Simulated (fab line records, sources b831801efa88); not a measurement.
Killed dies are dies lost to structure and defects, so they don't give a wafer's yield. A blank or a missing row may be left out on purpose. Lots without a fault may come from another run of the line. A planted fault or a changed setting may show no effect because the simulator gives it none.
Which tool did it? | flow sky130 | 24 lots, 72 wafers sampled, at 5 steps of a route of 708

WHAT THE GAUGES READ, wafer by wafer
SKY_LI_CONTACT_CD_MEAS_12: target cd 170 nm. Usual: cd_nm 170.0 nm, standard deviation 1.1.
lot  | measured     | on        | cd_nm (nm)        | flag
L074 | day 29 04:08 | cd_sem-02 | 170.2 169.5 170.7 |
L075 | day 29 17:42 | cd_sem-02 | 170.5 169.5 168.8 |
L076 | day 29 17:32 | cd_sem-02 | 170.5 170.6 170.2 |
L077 | day 30 03:23 | cd_sem-02 | 168.3 169.0 169.3 |
L078 | day 30 15:36 | cd_sem-02 | 168.6 169.3 168.9 |
L079 | day 30 19:35 | cd_sem-02 | 172.2 172.7 170.4 |
L080 | day 30 23:43 | cd_sem-02 | 170.3 172.1 170.8 |
L081 | day 31 05:03 | cd_sem-02 | 167.9 168.2 168.5 |
L082 | day 31 22:35 | cd_sem-01 | 169.7 169.2 169.0 |
L083 | day 32 05:17 | cd_sem-02 | 169.3 168.3 169.5 |
L084 | day 32 10:46 | cd_sem-02 | 171.4 171.1 171.1 |
L085 | day 32 19:07 | cd_sem-02 | 169.6 170.0 171.7 |
L086 | day 33 05:32 | cd_sem-01 | 168.8 169.7 170.4 |
L087 | day 33 11:31 | cd_sem-02 | 172.2 169.5 170.8 |
L088 | day 33 21:55 | cd_sem-01 | 170.6 171.1 171.2 |
L089 | day 34 20:13 | cd_sem-02 | 168.3 170.0 169.1 |
L090 | day 34 23:17 | cd_sem-01 | 169.1 170.9 171.4 |
L091 | day 35 21:55 | cd_sem-02 | 171.5 170.3 171.2 |
L092 | day 35 05:40 | cd_sem-02 | 170.9 172.4 171.1 |
L093 | day 35 23:04 | cd_sem-02 | 170.5 168.7 170.9 |
L094 | day 35 22:51 | cd_sem-01 | 171.7 170.7 171.1 |
L095 | day 36 06:11 | cd_sem-01 | 169.5 170.2 168.9 |
L096 | day 36 05:31 | cd_sem-02 | 169.6 169.8 170.3 |
L097 | day 36 11:53 | cd_sem-01 | 167.4 168.9 168.2 |

SKY_LOCAL_INTERCONNECT_CD_MEAS_11: target cd 170 nm. Usual: cd_nm 169.9 nm, standard deviation 1.6.
lot  | measured     | on        | cd_nm (nm)        | flag
L074 | day 30 09:55 | cd_sem-01 | 168.6 169.5 168.0 |
L075 | day 30 22:50 | cd_sem-01 | 168.4 171.4 168.8 |
L076 | day 30 22:38 | cd_sem-02 | 169.4 169.4 169.0 |
L077 | day 31 06:17 | cd_sem-01 | 167.1 168.1 167.2 |
L078 | day 31 23:39 | cd_sem-02 | 169.0 169.4 169.2 |
L079 | day 32 00:58 | cd_sem-01 | 171.5 172.3 169.9 |
L080 | day 32 05:17 | cd_sem-01 | 168.5 168.7 168.4 |
L081 | day 32 09:25 | cd_sem-01 | 169.5 170.7 168.2 |
L082 | day 33 03:03 | cd_sem-01 | 169.8 170.6 171.4 |
L083 | day 33 09:26 | cd_sem-02 | 170.6 171.2 171.0 |
L084 | day 33 14:22 | cd_sem-02 | 171.7 171.7 172.4 |
L085 | day 33 22:47 | cd_sem-01 | 167.9 167.4 169.6 |
L086 | day 34 09:10 | cd_sem-01 | 167.3 167.9 167.8 |
L087 | day 34 15:20 | cd_sem-01 | 171.6 172.8 172.4 |
L088 | day 35 01:16 | cd_sem-01 | 172.5 172.6 170.6 |
L089 | day 35 23:25 | cd_sem-02 | 166.0 166.5 166.4 |
L090 | day 36 03:16 | cd_sem-01 | 170.3 169.9 170.1 |
L091 | day 37 01:28 | cd_sem-01 | 170.6 171.4 171.8 |
L092 | day 36 09:25 | cd_sem-02 | 168.9 168.5 169.7 |
L093 | day 37 02:46 | cd_sem-02 | 169.8 171.3 170.1 |
L094 | day 37 02:47 | cd_sem-01 | 173.2 171.8 171.0 |
L095 | day 37 09:23 | cd_sem-02 | 170.6 169.1 169.9 |
L096 | day 37 08:39 | cd_sem-01 | 171.1 171.2 171.1 |
L097 | day 37 14:44 | cd_sem-02 | 170.1 170.8 168.6 |

WHICH TOOL RAN EACH LOT (tool, then ch and the chambers of the sampled wafers, then the start)
lot  | SKY_FIELD_ISO_CMP_27         | SKY_RES_PROTECT_STRIP_07             | SKY_LI_CONTACT_SPUTTER_20
L074 | cmp-01 ch 0,1, day 2 09:08   | plasma_asher-01 ch 0,1, day 15 01:22 | pvd_sputter-02, day 29 04:49
L075 | cmp-01 ch 0,1,3, day 2 17:43 | plasma_asher-01 ch 0,1, day 15 15:05 | pvd_sputter-02, day 29 18:18
L076 | cmp-02 ch 1,2,3, day 2 20:28 | plasma_asher-01 ch 0,1, day 15 14:46 | pvd_sputter-04, day 29 18:10
L077 | cmp-01 ch 0,1, day 3 00:53   | plasma_asher-04 ch 0,1, day 16 02:19 | pvd_sputter-04, day 30 03:59
L078 | cmp-02 ch 1,3, day 3 07:31   | plasma_asher-01 ch 0,1, day 16 14:42 | pvd_sputter-01, day 30 16:13
L079 | cmp-02 ch 0,2,3, day 3 13:14 | plasma_asher-01 ch 0,1, day 16 17:51 | pvd_sputter-04, day 30 20:13
L080 | cmp-02 ch 1,2,3, day 3 15:25 | plasma_asher-01 ch 0,1, day 17 00:17 | pvd_sputter-04, day 31 00:22
L081 | cmp-01 ch 0,1,2, day 3 22:08 | plasma_asher-01 ch 0,1, day 17 12:17 | pvd_sputter-02, day 31 05:40
L082 | cmp-01 ch 0,1,2, day 4 01:56 | plasma_asher-01 ch 0,1, day 17 19:12 | pvd_sputter-01, day 31 23:11
L083 | cmp-02 ch 0,1,2, day 4 07:07 | plasma_asher-01 ch 0,1, day 18 08:28 | pvd_sputter-02, day 32 05:57
L084 | cmp-02 ch 2,3, day 4 14:00   | plasma_asher-03 ch 0,1, day 18 18:10 | pvd_sputter-02, day 32 11:26
L085 | cmp-02 ch 0,3, day 4 17:32   | plasma_asher-04 ch 0,1, day 18 22:16 | pvd_sputter-04, day 32 19:47
L086 | cmp-01 ch 0,2,3, day 5 03:16 | plasma_asher-03 ch 0,1, day 19 14:29 | pvd_sputter-02, day 33 06:11
L087 | cmp-01 ch 0,1,3, day 5 03:34 | plasma_asher-04 ch 0,1, day 19 17:46 | pvd_sputter-02, day 33 12:10
L088 | cmp-01 ch 0,1,3, day 5 09:53 | plasma_asher-04 ch 0,1, day 20 07:34 | pvd_sputter-01, day 33 22:34
L089 | cmp-02 ch 0,3, day 5 22:31   | plasma_asher-01 ch 0,1, day 21 09:38 | pvd_sputter-04, day 34 20:53
L090 | cmp-02 ch 1,2,3, day 6 08:13 | plasma_asher-04 ch 0,1, day 21 14:01 | pvd_sputter-02, day 34 23:55
L091 | cmp-02 ch 1,2,3, day 6 13:30 | plasma_asher-01 ch 0, day 22 04:07   | pvd_sputter-02, day 35 22:35
L092 | cmp-01 ch 0,2, day 6 13:30   | plasma_asher-03 ch 0, day 21 22:49   | pvd_sputter-02, day 35 06:19
L093 | cmp-02 ch 1,3, day 6 15:32   | plasma_asher-01 ch 0,1, day 22 06:10 | pvd_sputter-01, day 35 23:44
L094 | cmp-01 ch 0,2,3, day 6 23:46 | plasma_asher-03 ch 0,1, day 22 16:43 | pvd_sputter-02, day 35 23:28
L095 | cmp-01 ch 0,1,2, day 7 06:26 | plasma_asher-03 ch 0, day 23 03:23   | pvd_sputter-04, day 36 06:50
L096 | cmp-02 ch 0,1,3, day 7 06:26 | plasma_asher-04 ch 0,1, day 23 01:53 | pvd_sputter-02, day 36 06:08
L097 | cmp-01 ch 0,2, day 7 10:32   | plasma_asher-01 ch 0,1, day 23 09:07 | pvd_sputter-02, day 36 12:32
- SKY_FIELD_ISO_CMP_27: polishes, stops on Si3N4, t overpolish 16 s, target thk 457.8 nm.
- SKY_RES_PROTECT_STRIP_07: strips in O2/N2.
- SKY_LI_CONTACT_SPUTTER_20: material TiN, target thk 20 nm, time 80 s.

WHAT THE TOOLS THEMSELVES READ (means of the sampled wafers that have a number; where no wafer has one, the mark that the record gives instead)
SKY_FIELD_ISO_CMP_27. Usual: motor_current_A 12.3 A, standard deviation 1.5; overpolish_run_s 16.000 s, standard deviation 0.0087; slurry_flow_ml_min 150.0, standard deviation 0.45; time_to_endpoint_s 112 s, standard deviation 3.3.
lot  | tool   | motor_current_A (A) | overpolish_run_s (s) | slurry_flow_ml_min | time_to_endpoint_s (s) | flag
L074 | cmp-01 | 12.8                | 16.001               | 149.9              | 113                    |
L075 | cmp-01 | 13.8                | 16.004               | 150.1              | 114                    |
L076 | cmp-02 | 10.5                | 15.999               | 150.2              | 109                    |
L077 | cmp-01 | 13.3                | 16.006               | 149.7              | 111                    |
L078 | cmp-02 | 10.8                | 16.003               | 150.0              | 113                    |
L079 | cmp-02 | 11.7                | 16.005               | 150.0              | 114                    |
L080 | cmp-02 | 10.3                | 16.006               | 149.9              | 110                    |
L081 | cmp-01 | 12.8                | 15.987               | 149.9              | 114                    |
L082 | cmp-01 | 12.8                | 15.998               | 149.9              | 113                    |
L083 | cmp-02 | 11.4                | 15.995               | 150.0              | 109                    |
L084 | cmp-02 | 10.4                | 15.994               | 150.0              | 110                    |
L085 | cmp-02 | 12.6                | 16.002               | 149.5              | 113                    |
L086 | cmp-01 | 13.0                | 16.006               | 150.2              | 116                    |
L087 | cmp-01 | 13.2                | 16.004               | 149.8              | 117                    |
L088 | cmp-01 | 13.3                | 16.002               | 149.6              | 109                    |
L089 | cmp-02 | 12.7                | 16.000               | 150.0              | 112                    |
L090 | cmp-02 | 10.5                | 15.997               | 149.8              | 113                    |
L091 | cmp-02 | 10.1                | 15.996               | 149.9              | 110                    |
L092 | cmp-01 | 12.6                | 16.001               | 150.0              | 113                    |
L093 | cmp-02 | 10.5                | 15.996               | 150.4              | 113                    |
L094 | cmp-01 | 13.5                | 16.006               | 150.6              | 111                    |
L095 | cmp-01 | 13.4                | 15.998               | 150.1              | 110                    |
L096 | cmp-02 | 11.7                | 16.010               | 150.5              | 108                    |
L097 | cmp-01 | 12.4                | 16.001               | 149.8              | 115                    |

SKY_RES_PROTECT_STRIP_07. Usual: chamber_pressure_mTorr 1499.9 mTorr, standard deviation 1.3; drypump_motor_current_A 5.6 A, standard deviation 0.6; oes_product_au 0.518 a.u., standard deviation 0.0044; strip_time_to_endpoint_s 23.30 s, standard deviation 0.032.
lot  | tool            | chamber_pressure_mTorr (mTorr) | drypump_motor_current_A (A) | oes_product_au (a.u.) | strip_time_to_endpoint_s (s) | flag
L074 | plasma_asher-01 | 1499.2                         | 5.8                         | 0.521                 | 23.33                        |
L075 | plasma_asher-01 | 1499.6                         | 5.8                         | 0.519                 | 23.32                        |
L076 | plasma_asher-01 | 1500.0                         | 5.8                         | 0.517                 | 23.33                        |
L077 | plasma_asher-04 | 1499.0                         | 5.8                         | 0.519                 | 23.32                        |
L078 | plasma_asher-01 | 1499.5                         | 5.8                         | 0.515                 | 23.30                        |
L079 | plasma_asher-01 | 1499.3                         | 5.8                         | 0.515                 | 23.29                        |
L080 | plasma_asher-01 | 1500.3                         | 5.8                         | 0.516                 | 23.27                        |
L081 | plasma_asher-01 | 1499.4                         | 5.3                         | 0.517                 | 23.33                        |
L082 | plasma_asher-01 | 1500.5                         | 5.3                         | 0.517                 | 23.33                        |
L083 | plasma_asher-01 | 1500.0                         | 5.8                         | 0.515                 | 23.28                        |
L084 | plasma_asher-03 | 1499.5                         | 5.9                         | 0.517                 | 23.28                        |
L085 | plasma_asher-04 | 1498.6                         | 5.8                         | 0.515                 | 23.31                        |
L086 | plasma_asher-03 | 1501.6                         | 5.6                         | 0.520                 | 23.27                        |
L087 | plasma_asher-04 | 1499.9                         | 5.8                         | 0.524                 | 23.35                        |
L088 | plasma_asher-04 | 1498.6                         | 5.8                         | 0.516                 | 23.34                        |
L089 | plasma_asher-01 | 1499.6                         | 5.8                         | 0.518                 | 23.26                        |
L090 | plasma_asher-04 | 1501.7                         | 5.6                         | 0.519                 | 23.31                        |
L091 | plasma_asher-01 | 1499.6                         | 6.3                         | 0.515                 | 23.29                        |
L092 | plasma_asher-03 | 1500.6                         | 6.2                         | 0.521                 | 23.35                        |
L093 | plasma_asher-01 | 1500.0                         | 5.8                         | 0.520                 | 23.25                        |
L094 | plasma_asher-03 | 1500.4                         | 5.6                         | 0.523                 | 23.26                        |
L095 | plasma_asher-03 | 1500.5                         | 6.2                         | 0.511                 | 23.29                        |
L096 | plasma_asher-04 | 1499.4                         | 5.8                         | 0.518                 | 23.29                        |
L097 | plasma_asher-01 | 1498.2                         | 5.3                         | 0.512                 | 23.29                        |

SKY_LI_CONTACT_SPUTTER_20. Usual: throttle_valve_pct 30.3 %, standard deviation 1.1.
lot  | tool           | throttle_valve_pct (%) | flag
L074 | pvd_sputter-02 | 30.3                   |
L075 | pvd_sputter-02 | 30.5                   |
L076 | pvd_sputter-04 | 30.1                   |
L077 | pvd_sputter-04 | 31.5                   |
L078 | pvd_sputter-01 | 28.7                   |
L079 | pvd_sputter-04 | 30.8                   |
L080 | pvd_sputter-04 | 31.0                   |
L081 | pvd_sputter-02 | 30.0                   |
L082 | pvd_sputter-01 | 29.3                   |
L083 | pvd_sputter-02 | 30.4                   |
L084 | pvd_sputter-02 | 30.2                   |
L085 | pvd_sputter-04 | 30.8                   |
L086 | pvd_sputter-02 | 30.4                   |
L087 | pvd_sputter-02 | 29.8                   |
L088 | pvd_sputter-01 | 29.3                   |
L089 | pvd_sputter-04 | 30.1                   |
L090 | pvd_sputter-02 | 30.3                   |
L091 | pvd_sputter-02 | 30.0                   |
L092 | pvd_sputter-02 | 29.8                   |
L093 | pvd_sputter-01 | 29.8                   |
L094 | pvd_sputter-02 | 30.4                   |
L095 | pvd_sputter-04 | 30.9                   |
L096 | pvd_sputter-02 | 30.3                   |
L097 | pvd_sputter-02 | 30.0                   |

THE ANSWER, worked out from the rows above alone
Rule: a lot is off if the mean of its wafers that have a number lies more than 3 standard deviations from the usual mean. A lot without any number at a reading at which 4 lots or more have one is off too. The other lots that the step has rows for count as sound. The gauges are gone through in route order, then the tools' own readings, and for those a lot's mean is taken as printed above. The first step at which some lot is off is used, and at that step the reading that is off furthest; a lot without a number counts as furthest.
No lot is off at any reading shown: from this, nothing can be told.

WHAT THE SIMULATOR HAD PUT IN
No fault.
